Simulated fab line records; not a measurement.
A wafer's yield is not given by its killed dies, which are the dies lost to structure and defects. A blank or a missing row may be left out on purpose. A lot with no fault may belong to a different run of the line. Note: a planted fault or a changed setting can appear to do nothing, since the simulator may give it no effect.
fab line records	flow sky130
[record] lots = 5	wafers = 23
route steps=708 shown CAP2M@610 METAL4@623 VIA4@641 METAL5@663
start-h: start of the lot's first displayed wafer, in hours after the record's first day	wait-h: hours from the lot's prior step to this one	" as in the row above	L1.1+2: a row that stands for several wafers	- no value, or no start was given	* or withheld: withheld	< > ~ a bound
route shown NAME@n: names a module that has steps shown in the file, with the first one's number in the route	usual: mean and standard deviation over wafers with no fault	same: alike in all rows	chamber/n: place in a boat	sites: the reading at each site	_std_site: standard deviation of those values	_edge_site: outer sites' mean less inner sites'	radius-mm: for every site, how far away it sits from the centre of the wafer	mask NAME#n: copy n	behind: the tool/chamber that last shaped the wafer	hold: the reason the lot was held/the length of the hold in hours/how it ended	device: transistor that didn't switch, given as n, p or np	end of line: at the end of the route, the tests of the same wafers	a step without rows: its recipe alone	killed: not the wafer's yield, but the dies lost to structure and defects at the first sort	map: the dies of a wafer, with x for killed, . for not killed, _ for no die there
set.NAME: the setting that was run; set.NAME@STEP: the one run at that earlier step	model.NAME: the simulator's own value behind a step, which no gauge read
lots run with intentionally changed settings; tables by step, rows by wafer
[[steps]]
[step SKY_CAP2M_COAT_07]
[recipe] resist = NOVOLAK	spin-rpm = 3000	resist-thk-nm = 1140
lot.wafer	tool	chamber	start-h	wait-h	set.spin-rpm	model.NOVOLAK_of_CAP2M_COAT_07.thk-nm
L074.1	litho-track-03	0	971.44	0.1	3000	1146
L074.4	"	0	"	"	3000	1145
L074.5	"	0	"	"	3000	1143
L077.1	litho-track-03	0	972.04	0.1	3000	1145
L077.2	"	0	"	"	3000	1147
L077.3	"	0	"	"	3000	1143
L077.4	"	0	"	"	2869	1168
L077.6	"	0	"	"	2869	1170
L078.1+4	litho-track-02	0	974.01	0.1	3000	1143
L078.2	"	0	"	"	2802	1183
L078.3	"	0	"	"	2802	1180
L078.5	"	0	"	"	2802	1182
L082.1+3	litho-track-03	0	992.49	0.1	3000	1143
L082.2	"	0	"	"	3000	1139
L082.4	"	0	"	"	3000	1144
L082.5	"	0	"	"	3000	1141
L083.1	litho-track-01	0	994.08	0.1	3000	1141
L083.2	"	0	"	"	3208	1108
L083.4	"	0	"	"	3208	1107
L083.5	"	0	"	"	3000	1145
L083.6	"	0	"	"	3000	1144
[step SKY_CAP2M_SOFTBAKE_08]
[recipe] temp-c = 90	time-s = 60	resist = NOVOLAK
[step SKY_CAP2M_EXPOSE_09]
[recipe] mask-id = CAP2M	na = 0.6	source-shape = conventional	sigma-outer = 0.6	polarization = unpolarized	target-cd-nm = 1000	dose-mj = 159
[step SKY_CAP2M_DEVELOP_11]
[recipe] resist = NOVOLAK	developer = TMAH	develop-time-s = 60	dev-temp-c = 23
[step SKY_CAP2M_METAL_ETCH_13]
[recipe] target-depth-nm = 220	stop-on = SiO2	chemistry = Cl2/BCl3	target = TiN	pressure-mtorr = 10	icp-w = 900	bias-w = 48.5	Cl2_flow_sccm = 60	bcl3-flow-sccm = 30	time-s = 62.9
lot.wafer	tool	chamber	start-h	wait-h	set.spin-rpm@CAP2M_COAT_07	model.NOVOLAK_of_CAP2M_COAT_07.thk-nm
L074.1	rie-metal-04	1	984.17	0.0	3000	997.9
L074.4	"	1	"	"	3000	995.9
L074.5	"	0	"	"	3000	999.7
L077.1	rie-metal-03	0	984.47	0.0	3000	1000
L077.2	"	1	"	"	3000	997.8
L077.3	"	0	"	"	3000	997.1
L077.4	"	1	"	"	2869	1019
L077.6	"	0	"	"	2869	1024
L078.1	rie-metal-04	1	986.37	0.0	3000	994.9
L078.2	"	0	"	"	2802	1039
L078.3	"	1	"	"	2802	1031
L078.4	"	0	"	"	3000	999.7
L078.5	"	0	"	"	2802	1038
L082.1	rie-metal-02	1	1004.77	0.0	3000	998.9
L082.2	"	0	"	"	3000	994.7
L082.3	"	0	"	"	3000	997.9
L082.4	"	1	"	"	3000	999.9
L082.5	"	1	"	"	3000	997
L083.1	rie-metal-03	1	1006.42	0.0	3000	992
L083.2	"	0	"	"	3208	964.3
L083.4	"	1	"	"	3208	958.2
L083.5	"	0	"	"	3000	1001
L083.6	"	1	"	"	3000	995.1
[step SKY_CAP2M_STRIP_14]
[recipe] chemistry = O2/N2	power-w = 1400	pressure-mtorr = 1500	platen-temp-c = withheld	o2-flow-sccm = 3000	n2-flow-sccm = 300	overash-fraction = 0.5
[usual] strip-time-to-endpoint-s = 12.69/0.042
lot.wafer	tool	chamber	start-h	wait-h	set.spin-rpm@CAP2M_COAT_07	strip-time-to-endpoint-s
L074.1	plasma-asher-01	1	984.24	0.1	3000	12.72
L074.4	"	1	"	"	3000	12.67
L074.5	"	1	"	"	3000	12.73
L077.1	plasma-asher-03	1	984.54	0.1	3000	12.74
L077.2	"	0	"	"	3000	12.71
L077.3	"	0	"	"	3000	12.68
L077.4	"	1	"	"	2869	12.88
L077.6	"	0	"	"	2869	12.94
L078.1	plasma-asher-04	0	986.44	0.1	3000	12.67
L078.2	"	1	"	"	2802	13.11
L078.3	"	1	"	"	2802	13.03
L078.4	"	0	"	"	3000	12.73
L078.5	"	0	"	"	2802	13.11
L082.1	plasma-asher-03	1	1004.84	0.1	3000	12.72
L082.2	"	0	"	"	3000	12.66
L082.3	"	0	"	"	3000	12.71
L082.4	"	1	"	"	3000	12.75
L082.5	"	1	"	"	3000	12.69
L083.1	plasma-asher-03	1	1006.49	0.1	3000	12.64
L083.2	"	0	"	"	3208	12.31
L083.4	"	1	"	"	3208	12.25
L083.5	"	1	"	"	3000	12.75
L083.6	"	0	"	"	3000	12.67
[step SKY_METAL4_COAT_07]
[recipe] resist = BARC	temp-c = withheld	time-s = withheld	spin-rpm = 3000	resist-thk-nm = 60
lot.wafer	tool	chamber	start-h	wait-h	set.resist-thk-nm
L074.1+4+5	litho-track-04	0	994.88	0.1	60
L077.1+2+3+4+6	litho-track-03	0	995.59	0.1	60
L078.1+4+5	litho-track-04	0	997.48	0.1	60
L078.2+3	"	0	"	"	63.23
L082.1+2	litho-track-04	0	1017.03	0.1	57.46
L082.3+4+5	"	0	"	"	60
L083.1+2+6	litho-track-02	0	1018.41	0.1	63.12
L083.4+5	"	0	"	"	60
[step SKY_METAL4_ETCH_16]
[recipe] chemistry = N2/H2	target = BARC	ion-energy-ev = 200	bias-w = 100	pressure-mtorr = 30	n2-flow-sccm = 100	h2-flow-sccm = 200	icp-w = 500	stop-on = SiO2	time-s = 88.2	target-depth-a = 600
lot.wafer	tool	chamber	start-h	wait-h	set.icp-w	set.resist-thk-nm@METAL4_COAT_07	model.etch.depth-nm
L074.1	rie-metal-02	1	1008.15	0.0	500	60	60.11
L074.4	"	0	"	"	500	60	59.85
L074.5	"	1	"	"	500	60	60.06
L077.1+6	rie-metal-01	1	1009.02	0.0	500	60	-
L077.2+3	"	0,1	"	"	533	60	-
L077.4	"	0	"	"	500	60	60.47
L078.1	rie-metal-01	0	1010.37	0.0	461.9	60	59.83
L078.2	"	1	"	"	461.9	63.23	63.18
L078.3	"	0	"	"	500	63.23	63.29
L078.4	"	1	"	"	500	60	59.84
L078.5	"	1	"	"	500	60	59.83
L082.1	rie-metal-02	1	1029.17	0.0	549.1	57.46	57.27
L082.2	"	0	"	"	549.1	57.46	-
L082.3	"	0	"	"	549.1	60	-
L082.4+5	"	1,0	"	"	500	60	-
L083.1	rie-metal-02	0	1031.05	0.0	545.7	63.12	-
L083.2	"	1	"	"	500	63.12	-
L083.4	"	1	"	"	545.7	60	-
L083.5	"	1	"	"	500	60	59.95
L083.6	"	0	"	"	545.7	63.12	63.01
[step SKY_VIA4_CMP_02]
[recipe] material = SiO2	down-force-psi = 4	platen-rpm = 60	pad-velocity-m-s = 0.94248
lot.wafer	tool	chamber	start-h	wait-h	set.leave-above-ref-nm	model.SiO2_of_VIA4_HDPCVD_00.thk-nm
L074.1	cmp-01	3	1009.32	0.1	580	579.7
L074.4	"	0	"	"	580	577.7
L074.5	"	3	"	"	580	579.1
L077.2+3	cmp-01	2,0	1010.14	0.0	554.3	-
L077.4	"	3	"	"	580	579.3
L077.1	"	1	"	"	580	-
L077.6	"	2	"	"	554.3	554.8
L078.4	cmp-02	1	1011.50	0.0	580	579.7
L078.1	"	2	"	"	606.5	606.1
L078.3	"	3	"	"	606.5	607.3
L078.2	"	0	"	"	580	580.1
L078.5	"	1	"	"	580	580.6
L082.3	cmp-01	1	1030.40	0.0	580	581.7
L082.1	"	2	"	"	580	581.8
L082.2+5	"	3,1	"	"	592.4	-
L082.4	"	0	"	"	580	-
L083.2	cmp-01	3	1032.26	0.0	580	-
L083.1+4	"	1,2	"	"	557.2	-
L083.6	"	3	"	"	580	580.7
L083.5	"	0	"	"	557.2	556.4
[step SKY_VIA4_EXPOSE_08]
[recipe] mask-id = VIM4	na = 0.6	source-shape = conventional	sigma-outer = 0.6	polarization = unpolarized	target-cd-nm = 800	dose-mj = 132
lot.wafer	tool	chamber	start-h	wait-h	mask	set.dose-mj
L074.1+4+5	iline-stepper-02	0	-	-	VIM4#0	132
L077.1+6	iline-stepper-01	0	-	-	VIM4#0	124.6
L077.2+3+4	"	0	"	"	VIM4#0	132
L078.1+2+4	iline-stepper-01	0	-	-	VIM4#0	132
L078.3+5	"	0	"	"	VIM4#0	135.9
L082.1+5	iline-stepper-01	0	-	-	VIM4#0	132
L082.2+3+4	"	0	"	"	VIM4#0	123.3
L083.1+2	iline-stepper-01	0	-	-	VIM4#0	132
L083.4+5+6	"	0	"	"	VIM4#0	141
[step SKY_VIA4_PEB_09]
[recipe] temp-c = withheld	time-s = *	resist = NOVOLAK
[step SKY_VIA4_DEVELOP_10]
[recipe] resist = NOVOLAK	developer = TMAH	develop-time-s = 60	dev-temp-c = 23.69
lot.wafer	tool	chamber	start-h	wait-h	set.dose-mj@VIA4_EXPOSE_08	model.VIA4.cd-nm
L074.1	litho-track-01	0	1032.53	0.1	132	794.9
L074.4	"	0	"	"	132	799.6
L074.5	"	0	"	"	132	794.8
L077.1	litho-track-01	0	1032.83	0.1	124.6	780.2
L077.2	"	0	"	"	132	798
L077.3	"	0	"	"	132	799.2
L077.4	"	0	"	"	132	794.6
L077.6	"	0	"	"	124.6	782.3
L078.1	litho-track-02	0	1034.51	0.1	132	801.3
L078.2	"	0	"	"	132	799.3
L078.3	"	0	"	"	135.9	808
L078.4	"	0	"	"	132	799
L078.5	"	0	"	"	135.9	807.8
L082.1	litho-track-02	0	1051.46	0.1	132	796
L082.2	"	0	"	"	123.3	775.8
L082.3	"	0	"	"	123.3	777.9
L082.4	"	0	"	"	123.3	778.1
L082.5	"	0	"	"	132	795.9
L083.1	litho-track-04	0	1052.78	0.1	132	797
L083.2	"	0	"	"	132	796.8
L083.4	"	0	"	"	141	816
L083.5	"	0	"	"	141	815.8
L083.6	"	0	"	"	141	816.1
[step SKY_VIA4_ETCH_12]
[recipe] target = SiO2	chemistry = C4F8/O2/Ar	stop-on = TiN	mask-material = NOVOLAK	source-w = 1500	bias-w = 1200	pressure-mtorr = 40	c4f8-flow-sccm = withheld	O2_flow_sccm = 6	Ar_flow_sccm = 300	time-s = withheld	target-depth-a = 5800
[usual] oes-product-au = 0.926/0.0054
lot.wafer	tool	chamber	start-h	wait-h	set.leave-above-ref-nm@VIA4_CMP_02	oes-product-au	model.VIA4.feature-depth-nm	model.etch.depth-nm
L074.1	rie-diel-01	2	1032.72	0.0	580	0.931	579.7	579.7
L074.4	"	3	"	"	580	0.921	577.7	577.7
L074.5	"	1	"	"	580	0.922	579.1	579.1
L077.1	rie-diel-02	3	1033.02	0.0	580	0.923	580.5	-
L077.2	"	0	"	"	554.3	0.896	555.7	-
L077.3	"	1	"	"	554.3	0.904	552.6	-
L077.4	"	2	"	"	580	0.931	579.3	579.3
L077.6	"	0	"	"	554.3	0.898	554.8	-
L078.1	rie-diel-01	2	1034.70	0.0	606.5	0.951	606.1	606.1
L078.2	"	0	"	"	580	0.927	580.1	580.1
L078.3	"	1	"	"	606.5	0.948	607.3	607.3
L078.4	"	3	"	"	580	0.930	579.7	579.7
L078.5	"	2	"	"	580	0.925	580.6	580.6
L082.1	rie-diel-01	3	1051.65	0.0	580	0.916	581.8	581.8
L082.2	"	0	"	"	592.4	0.940	593.4	-
L082.3	"	2	"	"	580	0.933	581.7	-
L082.4	"	1	"	"	580	0.926	579.9	-
L082.5	"	3	"	"	592.4	0.937	594.4	-
L083.1	rie-diel-02	2	1052.96	0.0	557.2	0.912	558.2	-
L083.2	"	0	"	"	580	0.921	581.4	-
L083.4	"	3	"	"	557.2	0.903	559	-
L083.5	"	0	"	"	557.2	0.908	556.4	556.4
L083.6	"	1	"	"	580	0.930	580.7	580.7
[step SKY_VIA4_CVD_18]
[recipe] material = W	target-thk-nm = 505	time-s = 152.14	temp-c = 400	pressure-torr = 40
lot.wafer	tool	chamber	start-h	wait-h	set.temp-c	model.W_of_VIA4_CVD_18.thk-nm
L074.1	cvd-w-01	1	1033.79	0.0	400	509.6
L074.4	"	1	"	"	400	509.8
L074.5	"	0	"	"	400	506.5
L077.1	cvd-w-02	0	1033.86	0.0	388.7	401.8
L077.2	"	1	"	"	388.7	415.5
L077.3	"	1	"	"	400	510.3
L077.4	"	0	"	"	400	492
L077.6	"	0	"	"	388.7	403.4
L078.1	cvd-w-02	1	1035.43	0.0	400	515.8
L078.2	"	0	"	"	400	498.6
L078.3	"	0	"	"	400	496.4
L078.4	"	1	"	"	400	508.9
L078.5	"	1	"	"	400	512.1
L082.1	cvd-w-02	0	1052.78	0.0	388.2	404.3
L082.2	"	1	"	"	400	510.8
L082.3	"	0	"	"	400	498.5
L082.4	"	1	"	"	388.2	416.8
L082.5	"	0	"	"	388.2	402.9
L083.1	cvd-w-01	1	1054.12	0.0	400	499.3
L083.2+4	"	0	"	"	400	498.6
L083.5	"	0	"	"	400	503.5
L083.6	"	1	"	"	400	504.8
[step SKY_VIA4_RS_MEAS_19]
[recipe] thk-meas-gauge = four-point-probe	reads = W_of_VIA4_CVD_18+TiN_of_VIA4_SPUTTER_17
[usual] VIA4_W_RS = 0.2262/0.0028
lot.wafer	tool	chamber	start-h	wait-h	set.temp-c@VIA4_CVD_18	VIA4_W_RS[ohm/sq]
L074.1	film-metro-03	-	1033.94	0.1	400	0.2244
L074.4	"	-	"	"	400	0.2237
L074.5	"	-	"	"	400	0.2262
L077.1	film-metro-01	-	1034.01	0.1	388.7	0.2841
L077.2	"	-	"	"	388.7	0.2757
L077.3	"	-	"	"	400	0.2239
L077.4	"	-	"	"	400	0.2323
L077.6	"	-	"	"	388.7	0.2834
L078.1	film-metro-01	-	1035.58	0.1	400	0.2216
L078.2	"	-	"	"	400	0.2291
L078.3	"	-	"	"	400	0.2303
L078.4	"	-	"	"	400	0.2244
L078.5	"	-	"	"	400	0.2234
L082.1	film-metro-01	-	1052.93	0.1	388.2	0.2829
L082.2	"	-	"	"	400	0.2233
L082.3	"	-	"	"	400	0.2290
L082.4	"	-	"	"	388.2	0.2746
L082.5	"	-	"	"	388.2	0.2845
L083.1	film-metro-01	-	1054.28	0.1	400	0.2293
L083.2	"	-	"	"	400	0.2291
L083.4	"	-	"	"	400	0.2286
L083.5	"	-	"	"	400	0.2271
L083.6	"	-	"	"	400	0.2263
[step SKY_VIA4_THK_MEAS_20]
[recipe] thk-meas-gauge = xrf	reads = W_of_VIA4_CVD_18
[usual] VIA4_W_THK = 504/7.4
lot.wafer	tool	chamber	start-h	wait-h	set.temp-c@VIA4_CVD_18	VIA4_W_THK[nm]
L074.1	film-metro-03	-	1034.06	0.1	400	505
L074.4	"	-	"	"	400	508
L074.5	"	-	"	"	400	505
L077.1	film-metro-01	-	1034.13	0.1	388.7	403
L077.2	"	-	"	"	388.7	417
L077.3	"	-	"	"	400	512
L077.4	"	-	"	"	400	494
L077.6	"	-	"	"	388.7	404
L078.1	film-metro-01	-	1035.70	0.1	400	519
L078.2	"	-	"	"	400	502
L078.3	"	-	"	"	400	500
L078.4	"	-	"	"	400	509
L078.5	"	-	"	"	400	512
L082.1	film-metro-01	-	1053.05	0.1	388.2	404
L082.2	"	-	"	"	400	513
L082.3	"	-	"	"	400	499
L082.4	"	-	"	"	388.2	419
L082.5	"	-	"	"	388.2	404
L083.1	film-metro-01	-	1054.40	0.1	400	500
L083.2	"	-	"	"	400	502
L083.4	"	-	"	"	400	499
L083.5	"	-	"	"	400	508
L083.6	"	-	"	"	400	507
[step SKY_VIA4_CMP_21]
[recipe] stop-on = SiO2	t-overpolish-s = 25	down-force-psi = 3.5	platen-rpm = 60	target-thk-nm = 0	pad-velocity-m-s = 0.94248
[usual] time-to-endpoint-s = 126/5.1
lot.wafer	tool	chamber	start-h	wait-h	set.temp-c@VIA4_CVD_18	time-to-endpoint-s
L074.4	cmp-01	1	1034.17	0.1	400	138
L074.1	"	3	"	"	400	132
L074.5	"	1	"	"	400	134
L077.2	cmp-02	1	1034.19	0.0	388.7	101
L077.4	"	2	"	"	400	122
L077.1	"	3	"	"	388.7	100
L077.3	"	0	"	"	400	124
L077.6	"	1	"	"	388.7	97
L078.4	cmp-01	1	1035.76	0.0	400	132
L078.2	"	2	"	"	400	124
L078.1	"	3	"	"	400	130
L078.3	"	0	"	"	400	116
L078.5	"	2	"	"	400	124
L082.4	cmp-01	0	1053.11	0.0	388.2	96
L082.2	"	1	"	"	400	131
L082.3	"	2	"	"	400	128
L082.1	"	3	"	"	388.2	102
L082.5	"	0	"	"	388.2	91
L083.2	cmp-02	2	1054.74	0.3	400	120
L083.1	"	3	"	"	400	126
L083.4	"	0	"	"	400	118
L083.5	"	1	"	"	400	123
L083.6	"	2	"	"	400	124
[step SKY_METAL5_SPUTTER_02]
[recipe] material = AlCu	target-thk-nm = 1150	power-w = 10600	time-s = 61.2	chamber-pressure-pa = 0.4
lot.wafer	tool	chamber	start-h	wait-h	set.power-w	model.AlCu_of_METAL5_SPUTTER_02.thk-nm
L074.1	pvd-sputter-01	-	1034.47	0.0	10600	1159
L074.4	"	-	"	"	10600	1152
L074.5	"	-	"	"	10600	1157
L077.1	pvd-sputter-04	-	1034.54	0.0	11360	1208
L077.2	"	-	"	"	11360	1249
L077.3	"	-	"	"	11360	1230
L077.4	"	-	"	"	10600	1157
L077.6	"	-	"	"	10600	1156
L078.1	pvd-sputter-02	-	1036.11	0.0	10600	1164
L078.2	"	-	"	"	10940	1172
L078.3	"	-	"	"	10600	1157
L078.4	"	-	"	"	10940	1190
L078.5	"	-	"	"	10600	1134
L082.1	pvd-sputter-04	-	1053.46	0.0	10600	1127
L082.2	"	-	"	"	11650	1265
L082.3	"	-	"	"	10600	1123
L082.4	"	-	"	"	11650	1259
L082.5	"	-	"	"	11650	1233
L083.1	pvd-sputter-01	-	1055.04	0.0	9781	1061
L083.2	"	-	"	"	9781	1073
L083.4	"	-	"	"	9781	1058
L083.5	"	-	"	"	10600	1168
L083.6	"	-	"	"	10600	1156
[step SKY_METAL5_SPUTTER_03]
[recipe] material = Ti	target-thk-nm = 5	power-w = 3000	time-s = 3.3	chamber-pressure-pa = 0.4
[step SKY_METAL5_SPUTTER_04]
[recipe] material = TiN	target-thk-nm = 70	power-w = 6500	time-s = 58.3	chamber-pressure-pa = 0.4
[step SKY_METAL5_RS_MEAS_05]
[recipe] thk-meas-gauge = four-point-probe	reads = TiN_of_METAL5_SPUTTER_04+Ti_of_METAL5_SPUTTER_03+AlCu_of_METAL5_SPUTTER_02+TiN_of_METAL5_SPUTTER_01+Ti_of_METAL5_SPUTTER_00
[usual] METAL5_ALCU_RS = 0.0270/0.00037
lot.wafer	tool	chamber	start-h	wait-h	set.power-w@METAL5_SPUTTER_02	METAL5_ALCU_RS[ohm/sq]
L074.1	film-metro-04	-	1034.59	0.0	10600	0.0269
L074.4	"	-	"	"	10600	0.0271
L074.5	"	-	"	"	10600	0.0269
L077.1	film-metro-01	-	1034.65	0.0	11360	0.0257
L077.2	"	-	"	"	11360	0.0249
L077.3	"	-	"	"	11360	0.0253
L077.4	"	-	"	"	10600	0.0269
L077.6	"	-	"	"	10600	0.0269
L078.1	film-metro-04	-	1036.23	0.0	10600	0.0268
L078.2	"	-	"	"	10940	0.0266
L078.3	"	-	"	"	10600	0.0269
L078.4	"	-	"	"	10940	0.0262
L078.5	"	-	"	"	10600	0.0275
L082.1	film-metro-04	-	1053.58	0.0	10600	0.0276
L082.2	"	-	"	"	11650	0.0246
L082.3	"	-	"	"	10600	0.0277
L082.4	"	-	"	"	11650	0.0247
L082.5	"	-	"	"	11650	0.0253
L083.1	film-metro-01	-	1055.16	0.0	9781	0.0292
L083.2	"	-	"	"	9781	0.0290
L083.4	"	-	"	"	9781	0.0294
L083.5	"	-	"	"	10600	0.0266
L083.6	"	-	"	"	10600	0.0269
[step SKY_METAL5_THK_MEAS_06]
[recipe] thk-meas-gauge = xrf	reads = AlCu_of_METAL5_SPUTTER_02
[usual] METAL5_ALCU_THK = 1152/17
lot.wafer	tool	chamber	start-h	wait-h	set.power-w@METAL5_SPUTTER_02	METAL5_ALCU_THK[nm]
L074.1	film-metro-04	-	1034.71	0.1	10600	1159
L074.4	"	-	"	"	10600	1139
L074.5	"	-	"	"	10600	1149
L077.1	film-metro-01	-	1034.77	0.1	11360	1216
L077.2	"	-	"	"	11360	1257
L077.3	"	-	"	"	11360	1240
L077.4	"	-	"	"	10600	1164
L077.6	"	-	"	"	10600	1171
L078.1	film-metro-04	-	1036.35	0.1	10600	1159
L078.2	"	-	"	"	10940	1163
L078.3	"	-	"	"	10600	1148
L078.4	"	-	"	"	10940	1175
L078.5	"	-	"	"	10600	1125
L082.1	film-metro-04	-	1053.70	0.1	10600	1117
L082.2	"	-	"	"	11650	1259
L082.3	"	-	"	"	10600	1120
L082.4	"	-	"	"	11650	1258
L082.5	"	-	"	"	11650	1223
L083.1	film-metro-01	-	1055.28	0.1	9781	1063
L083.2	"	-	"	"	9781	1074
L083.4	"	-	"	"	9781	1059
L083.5	"	-	"	"	10600	1169
L083.6	"	-	"	"	10600	1155
[step SKY_METAL5_SOFTBAKE_10]
[recipe] temp-c = 90	time-s = 60	resist = NOVOLAK
lot.wafer	tool	chamber	start-h	wait-h	set.temp-c	model.NOVOLAK_of_METAL5_COAT_09.thk-nm
L074.1	litho-track-04	0	1044.03	0.1	90	1803
L074.4	"	0	"	"	90	1800
L074.5	"	0	"	"	90	1806
L077.1+3	litho-track-03	0	1044.09	0.1	90	-
L077.2	"	0	"	"	93.57	-
L077.4	"	0	"	"	93.57	1778
L077.6	"	0	"	"	93.57	1781
L078.1	litho-track-04	0	1046.08	0.1	92.44	1791
L078.2	"	0	"	"	90	1809
L078.3	"	0	"	"	90	1806
L078.4	"	0	"	"	92.44	1796
L078.5	"	0	"	"	92.44	1793
L082.1	litho-track-04	0	1064.08	0.1	90	1803
L082.2+5	"	0	"	"	90	-
L082.3	"	0	"	"	92.9	1785
L082.4	"	0	"	"	92.9	-
L083.1+4	litho-track-01	0	1065.38	0.1	87.09	-
L083.2	"	0	"	"	90	-
L083.5	"	0	"	"	90	1804
L083.6	"	0	"	"	90	1802
[[key]]
[split] step = SKY_CAP2M_COAT_07	setting = spin-rpm	stated = 3000	by = wafer
[response] step = SKY_CAP2M_COAT_07	reading = model.NOVOLAK_of_CAP2M_COAT_07.thk-nm	change = -5.52	per = 1%	r = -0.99
[response] step = SKY_CAP2M_METAL_ETCH_13	reading = model.NOVOLAK_of_CAP2M_COAT_07.thk-nm	change = -5.38	per = 1%	r = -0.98
[response] step = SKY_CAP2M_STRIP_14	reading = strip-time-to-endpoint-s	change = *	per = 1%	r = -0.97
[split] step = SKY_METAL4_COAT_07	setting = resist-thk-nm	stated = 60	by = wafer
[response] step = SKY_METAL4_ETCH_16	reading = model.etch.depth-nm	change = +0.619	per = 1%	r = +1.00
[split] step = SKY_METAL4_ETCH_16	setting = icp-w	stated = 500	by = wafer
response none clear
[split] step = SKY_VIA4_CMP_02	setting = leave-above-ref-nm	stated = 580	by = wafer
[response] step = SKY_VIA4_CMP_02	reading = model.SiO2_of_VIA4_HDPCVD_00.thk-nm	change = +5.82	per = 1%	r = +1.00
[response] step = SKY_VIA4_ETCH_12	reading = oes-product-au	change = +0.00537	per = 1%	r = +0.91
[response] step = SKY_VIA4_ETCH_12	reading = model.VIA4.feature-depth-nm	change = +5.83	per = 1%	r = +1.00
[response] step = SKY_VIA4_ETCH_12	reading = model.etch.depth-nm	change = +5.9	per = 1%	r = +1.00
[split] step = SKY_VIA4_EXPOSE_08	setting = dose-mj	stated = 132	by = wafer
[response] step = SKY_VIA4_DEVELOP_10	reading = model.VIA4.cd-nm	change = +2.82	per = 1%	r = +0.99
[split] step = SKY_VIA4_CVD_18	setting = temp-c	stated = 400	by = wafer
[response] step = SKY_VIA4_CVD_18	reading = model.W_of_VIA4_CVD_18.thk-nm	change = +33.1	per = 1%	r = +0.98
[response] step = SKY_VIA4_RS_MEAS_19	reading = VIA4_W_RS	change = -0.0186	per = 1%	r = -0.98
[response] step = SKY_VIA4_THK_MEAS_20	reading = VIA4_W_THK	change = +33.2	per = 1%	r = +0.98
[response] step = SKY_VIA4_CMP_21	reading = time-to-endpoint-s	change = *	per = 1%	r = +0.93
[split] step = SKY_METAL5_SPUTTER_02	setting = power-w	stated = 10600	by = wafer
[response] step = SKY_METAL5_SPUTTER_02	reading = model.AlCu_of_METAL5_SPUTTER_02.thk-nm	change = +12	per = 1%	r = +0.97
[response] step = SKY_METAL5_RS_MEAS_05	reading = METAL5_ALCU_RS	change = -0.000276	per = 1%	r = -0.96
[response] step = SKY_METAL5_THK_MEAS_06	reading = METAL5_ALCU_THK	change = +11.8	per = 1%	r = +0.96
[split] step = SKY_METAL5_SOFTBAKE_10	setting = temp-c	stated = 90	by = wafer
[response] step = SKY_METAL5_SOFTBAKE_10	reading = model.NOVOLAK_of_METAL5_COAT_09.thk-nm	change = -5.55	per = 1%	r = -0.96
